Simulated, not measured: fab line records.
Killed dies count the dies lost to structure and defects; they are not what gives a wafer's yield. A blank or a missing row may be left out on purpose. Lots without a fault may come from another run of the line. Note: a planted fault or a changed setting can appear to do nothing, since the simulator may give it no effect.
Which tool was responsible? / flow gf180mcu / 11 lots, 32 wafers sampled, at 1 step of a route of 602

## WHAT THE GAUGES SHOWED, per wafer
GF_STI_THK_MEAS_02.
lot=L738; measured=day 1 12:31; on=film metro-01; STI_OXIDATION_THK (nm)=9.94 9.86 9.65
lot=L739; measured=day 1 19:05; on=film metro-03; STI_OXIDATION_THK (nm)=9.80 9.80 9.84
lot=L741; measured=day 2 02:31; on=film metro-03; STI_OXIDATION_THK (nm)=10.06 9.97 9.99
lot=L747; measured=day 3 11:11; on=film metro-03; STI_OXIDATION_THK (nm)=9.56 9.72
lot=L753; measured=day 4 14:31; on=film metro-03; STI_OXIDATION_THK (nm)=9.77 9.55 9.71
lot=L754; measured=day 4 19:53; on=film metro-03; STI_OXIDATION_THK (nm)=9.91 9.98 10.09
lot=L756; measured=day 5 06:32; on=film metro-03; STI_OXIDATION_THK (nm)=10.06 10.03 10.39
lot=L758; measured=day 5 16:52; on=film metro-03; STI_OXIDATION_THK (nm)=10.07 10.09 10.03
lot=L759; measured=day 5 20:31; on=film metro-04; STI_OXIDATION_THK (nm)=9.85 9.89 10.12
lot=L760; measured=day 6 01:31; on=film metro-03; STI_OXIDATION_THK (nm)=10.01 10.38 10.27
lot=L761; measured=day 6 06:32; on=film metro-01; STI_OXIDATION_THK (nm)=9.74 9.58 9.93

## TOOL THAT RAN EACH LOT (tool first, then ch and the chambers of the sampled wafers, then the start)
No process step before these readings appears in the record.

## WHAT THE TOOLS THEMSELVES READ (means of the sampled wafers that have a number; where no wafer has one, the mark that the record gives instead)
The record holds no such reading with a usual standard deviation.

## THE ANSWER, worked out from the rows above alone
Rule: usual is defined by the lots themselves. Put in order of their means at a reading, lots are off if they are a third of the lots or fewer, leave a main group of 4 or more, and stand apart from it by a gap of 3 or more times the standard deviation of the main group's means; of several such gaps the widest counts. The tables above print the reading to a certain number of digits; a main group whose means all agree to those digits is not used. Also off: a lot with no number at a reading for which 4 or more lots have one. The other lots that the step has rows for count as sound. After the gauges, taken in route order, come the tools' own readings; for these a lot's mean is taken, as printed above. At the first step where some lot is off, the reading lying furthest off is the one used; lots without a number count as furthest.
No lot is off on any of the readings shown, so nothing can be concluded from this.

## WHAT WAS PUT IN BY THE SIMULATOR
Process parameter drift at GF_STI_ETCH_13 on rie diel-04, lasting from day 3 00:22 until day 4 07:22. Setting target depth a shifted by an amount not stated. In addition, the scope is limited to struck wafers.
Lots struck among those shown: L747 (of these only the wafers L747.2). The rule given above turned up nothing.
